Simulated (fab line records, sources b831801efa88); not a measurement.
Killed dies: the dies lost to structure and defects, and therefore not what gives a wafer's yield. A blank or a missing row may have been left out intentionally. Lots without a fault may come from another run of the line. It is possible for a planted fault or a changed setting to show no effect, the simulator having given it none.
Problem report in the 8D (eight disciplines) form, filled by code | flow sky130 | the parts of the form that need people (team, actions taken, sign-off) are left out

## 1. THE PROBLEM
Wafers without a fault read 3000.1 W, standard deviation 0.52; cathode-dc-power-W at SKY_METAL5_SPUTTER_00 reads a mean of 2723.6 W on 6 wafers belonging to 2 lots. That is -99 or more standard deviations from the usual mean.
The step: material Ti, target thk 15 nm, time 10 s.
First observed at day 46 01:36: wafer L688.1, on pvd-sputter-03. The record holds 36 wafers of 12 lots with a number at this step. The rule behind "out" and "out of limits": a value lying over 4 standard deviations away from the usual mean. Any other wafer with a number is counted as sound.

## 2. WHAT IT IS AND WHAT IT IS NOT
question                    | is                     | is not
which readings at this step | cathode-dc-power-W     | throttle-valve-pct
which lots                  | L688, L690             | L677, L678, L679, L680, L681, L682, L694, L696, L697, L698
which wafers of those lots  | all that have a number | -
read on which tools         | pvd-sputter-03         | pvd-sputter-01, pvd-sputter-02
when                        | from day 46 01:36      | up to then (18 sound wafers); but 12 sound wafers of L694, L696, L697, L698 came after

## 3. WHAT RULES OUT EACH SUSPECT
Counting: a tool at any process step up to the reading remains a suspect when it ran all the lots that are out and ran no sound lot after the first of those.
- rie-diel-04 at SKY_VIA2_ETCH_15 (etches SiO2 in C4F8/O2/Ar, stops on TiN, target depth 546 nm, time 84 s): ruled out as a lasting fault. Sound lots L696 ran on it after its first lot that is out, L688 (day 39 21:55).
- pvd-sputter-03 at SKY_METAL5_SPUTTER_00 (material Ti, target thk 15 nm, time 10 s): kept. It processed each lot that is out, first L688 at day 46 01:36, and no sound lot thereafter; up to then, the last sound lot it processed was L681 at day 44 08:32. Its own cathode-dc-power-W readings are out on those wafers.
Remaining after the count: pvd-sputter-03 at SKY_METAL5_SPUTTER_00.

## 4. THE CAUSE (what the simulator had put in)
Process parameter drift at SKY_METAL5_SPUTTER_00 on pvd-sputter-03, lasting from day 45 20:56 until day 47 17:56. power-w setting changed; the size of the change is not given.
Counting left only this tool.

## 5. THE EFFECT CHAIN, in route order
One row per reading whose mean, taken over the struck wafers that have a number, lies over 3 standard deviations from the usual. Readings are gone through only where the record gives a usual standard deviation; hours: the median, over the lots, of the time from a lot's start at the first step in this table giving one to that lot's start at this step; sigmas: the change measured in usual standard deviations.
hours | step                  | reading            | usual    | on struck wafers | change | sigmas
0     | SKY_METAL5_SPUTTER_00 | cathode-dc-power-W | 3000.1 W | 2723.6           | -276.5 | -99 or more
Process steps it contains:
- SKY_METAL5_SPUTTER_00: material Ti, target thk 15 nm, time 10 s.

## 6. HOW IT WOULD HAVE BEEN CAUGHT EARLIER
First out-of-limits reading in this record: day 46 01:36, which is 5 hours after fault onset at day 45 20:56.
